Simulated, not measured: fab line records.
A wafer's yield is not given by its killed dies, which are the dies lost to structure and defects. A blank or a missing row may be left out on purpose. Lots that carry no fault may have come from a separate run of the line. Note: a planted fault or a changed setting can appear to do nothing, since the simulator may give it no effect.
Comparing a struck lot with a sound one ; flow sky130 ; 41 steps out of a route of 708
Sound: the wafers L936.1, L936.3, L936.5. Wafers struck: L944.1, L944.4, L944.5. Last of all comes the cause.
For every step that has rows: the tool of each side, followed by ch and its chambers, followed by its first start. Under that, the readings that differ: sound wafers ; struck wafers ; difference of the means ; sigmas: that difference in standard deviations of wafers without a fault.
alike: words and numbers the same on both sides, and readings whose means are apart by under 2 such deviations; not compared: readings that were withheld, readings missing a value for some wafer, numbers with overlapping values and no deviation given by the record, and bounds like >300 which may hide the same value.
Wherever a step has rows on one side only, a row that says differs or no value, or a row with sigmas, the two part there. Non-overlapping numbers with no deviation appear without sigmas and do not part them. Lack of a reading on every wafer of one side parts them only where that side has two or more wafers.

first, 5 steps without rows for these wafers: SKY_GATE_OXIDE_COAT_05 (resist thk 1140 nm); SKY_GATE_OXIDE_SOFTBAKE_06 (time 60 s); SKY_GATE_OXIDE_EXPOSE_07 (exposes mask LVOM, target cd 600 nm); SKY_GATE_OXIDE_PEB_08; SKY_GATE_OXIDE_DEVELOP_09 (develop time 60 s).
SKY_GATE_OXIDE_OVL_MEAS_10:
  sound: overlay-02 at day 15 08:56; struck: overlay-01 at day 18 08:57
  alike: GATE_OXIDE_OVL
then, 2 steps without rows for these wafers: SKY_GATE_OXIDE_IMPLANT_11; SKY_GATE_OXIDE_WET_ETCH_12 (etches SiO2 in dHF, target depth 16.8 nm, time 336 s).
SKY_GATE_OXIDE_STRIP_13: strips in O2/N2.
  sound on plasma asher-03 ch 0,1, day 15 09:13; struck on plasma asher-01 ch 0, day 18 09:14
  alike: drypump motor current A, oes product au, strip time to endpoint s
  not compared: rf hours counter h
SKY_GATE_OXIDE_TW_MEAS_14:
  sound: film metro-01 at day 15 09:19; struck: film metro-04 at day 18 09:20
reading;sound;struck;difference;sigmas
GATE_OXIDE_TW;220.6 220.9 220.1;226.3 226.0 226.0;+5.6;+3
then, 2 steps without rows for these wafers: SKY_GATE_OXIDE_CLEAN_15 (cleans in SC1/SC2, time 150 s); SKY_GATE_OXIDE_OXIDATION_16 (stabilise 600 s, purge 300 s, target thk 3.57 nm).
SKY_POLY_GATE_CVD_00: deposits poly-Si, target thk 180 nm, time 720 s.
  sound on lpcvd-01 ch 0, day 15 11:16; struck on lpcvd-01 ch 1, day 18 10:59
reading;sound;struck;difference;sigmas
pressure mtorr (mTorr);200.3 200.8 200.1;239.6 239.4 240.3;+39.4;+99 or more
model.poly-Si_of_POLY_GATE_CVD_00.thk nm (nm);177.8 178.4 179.2;197.3 196.4 197.3;+18.5;
  alike: spike tc lower C, spike tc top C
SKY_POLY_GATE_THK_MEAS_01:
  sound: film metro-01 at day 15 12:28; struck: film metro-02 at day 18 12:11
reading;sound;struck;difference;sigmas
POLY_GATE_CVD_00_THK (nm);177.8 178.4 179.2;197.4 196.4 197.4;+18.6;+12
then, 8 steps without rows for these wafers: SKY_RES_PROTECT_DEHYDRATE_00 (time 60 s); SKY_RES_PROTECT_HMDS_01 (prime time 60 s); SKY_RES_PROTECT_COAT_02 (resist thk 1140 nm); SKY_RES_PROTECT_SOFTBAKE_03 (time 60 s); SKY_RES_PROTECT_EXPOSE_04 (exposes mask RPM, target cd 1270 nm); SKY_RES_PROTECT_PEB_05; SKY_RES_PROTECT_DEVELOP_06 (develop time 60 s); SKY_POLY_GATE_IMPLANT_02.
SKY_RES_PROTECT_STRIP_07: strips in O2/N2.
  sound on plasma asher-03 ch 0,1, day 16 16:15; struck on plasma asher-04 ch 0, day 19 17:08
  alike: drypump motor current A, oes product au, strip time to endpoint s
  not compared: rf hours counter h
SKY_RES_PROTECT_TW_MEAS_08:
  sound: film metro-02 at day 16 16:21; struck: film metro-04 at day 19 17:14
  alike: POLY_GATE_TW
SKY_RES_PROTECT_CLEAN_09: cleans in SC1/SC2, time 150 s.
  sound on wet bench-03 ch 0, day 16 16:25; struck on wet bench-02 ch 1, day 19 17:17
reading;sound;struck;difference;sigmas
model.poly-Si_of_POLY_GATE_CVD_00.thk nm (nm);177.2 177.8 178.5;196.7 195.8 196.6;+18.5;
then, 1 step without rows for these wafers: SKY_POLY_GATE_CVD_03 (deposits Si3N4 from DCS/NH3, target thk 75 nm, time 1290 s).
SKY_POLY_GATE_THK_MEAS_04:
  sound: film metro-02 at day 16 17:49; struck: film metro-03 at day 19 18:41
  alike: POLY_GATE_CVD_03_THK
then, 8 steps without rows for these wafers: SKY_POLY_GATE_DEHYDRATE_05 (time 60 s); SKY_POLY_GATE_HMDS_06 (prime time 60 s); SKY_POLY_GATE_COAT_07 (resist thk 110 nm); SKY_POLY_GATE_COAT_08 (resist thk 450 nm); SKY_POLY_GATE_SOFTBAKE_09 (time 90 s); SKY_POLY_GATE_EXPOSE_10 (exposes mask P1M, target cd 150 nm); SKY_POLY_GATE_PEB_11; SKY_POLY_GATE_DEVELOP_12 (develop time 60 s).
SKY_POLY_GATE_CD_MEAS_13 targets a cd of 150 nm.
  sound: cd sem-02 at day 17 22:14; struck: cd sem-02 at day 21 01:57
  alike: cd nm
SKY_POLY_GATE_OVL_MEAS_14:
  sound: overlay-02 at day 17 22:21; struck: overlay-01 at day 21 02:04
  alike: POLY_GATE_OVL
SKY_POLY_GATE_ETCH_15: etches BARC in N2/H2, stops on SiO2, time 118.5 s, target depth 110 nm.
  sound on rie diel-04 ch 0,2, day 17 22:23; struck on rie diel-04 ch 0,1,2, day 21 02:07
  alike: drypump motor current A, oes product au, throttle valve pct
  not compared: rf hours counter h
SKY_POLY_GATE_ETCH_16: etches Si3N4 in CH3F/O2, stops on poly-Si, time 147.5 s, target depth 75 nm.
  sound on rie diel-04 ch 0,2, day 17 22:28; struck on rie diel-04 ch 0,1,2, day 21 02:11
  alike: drypump motor current A, oes product au, throttle valve pct
  not compared: rf hours counter h
SKY_POLY_GATE_ETCH_17: etches poly-Si in HBr/Cl2, stops on SiO2, target depth 180 nm, time 70.5 s.
  sound on rie si-02 ch 0,3, day 17 22:34; struck on rie si-02 ch 1,2, day 21 02:17
reading;sound;struck;difference;sigmas
oes product au (a.u.);0.982 0.976 0.978;1.001 1.017 1.026;+0.036;+5
model.etch.depth nm (nm);177.2 176.1 177;178.4 183.4 184.9;+5.5;
model.POLY_GATE.feature depth nm (nm);177.2 176.1 177;178.4 183.4 184.9;+5.5;
  alike: drypump motor current A, throttle valve pct
  not compared: rf hours counter h
SKY_POLY_GATE_STRIP_18: strips in O2/N2.
  sound on plasma asher-02 ch 0,1, day 17 22:37; struck on plasma asher-02 ch 0, day 21 02:20
  alike: drypump motor current A, oes product au, strip time to endpoint s
  not compared: rf hours counter h

## WHERE THEY PART
At SKY_GATE_OXIDE_TW_MEAS_14 first; at SKY_POLY_GATE_ETCH_17 last (within this record only). Later steps at which nothing parts them and some readings are alike: SKY_POLY_GATE_STRIP_18.

WHY: what the simulator had put in
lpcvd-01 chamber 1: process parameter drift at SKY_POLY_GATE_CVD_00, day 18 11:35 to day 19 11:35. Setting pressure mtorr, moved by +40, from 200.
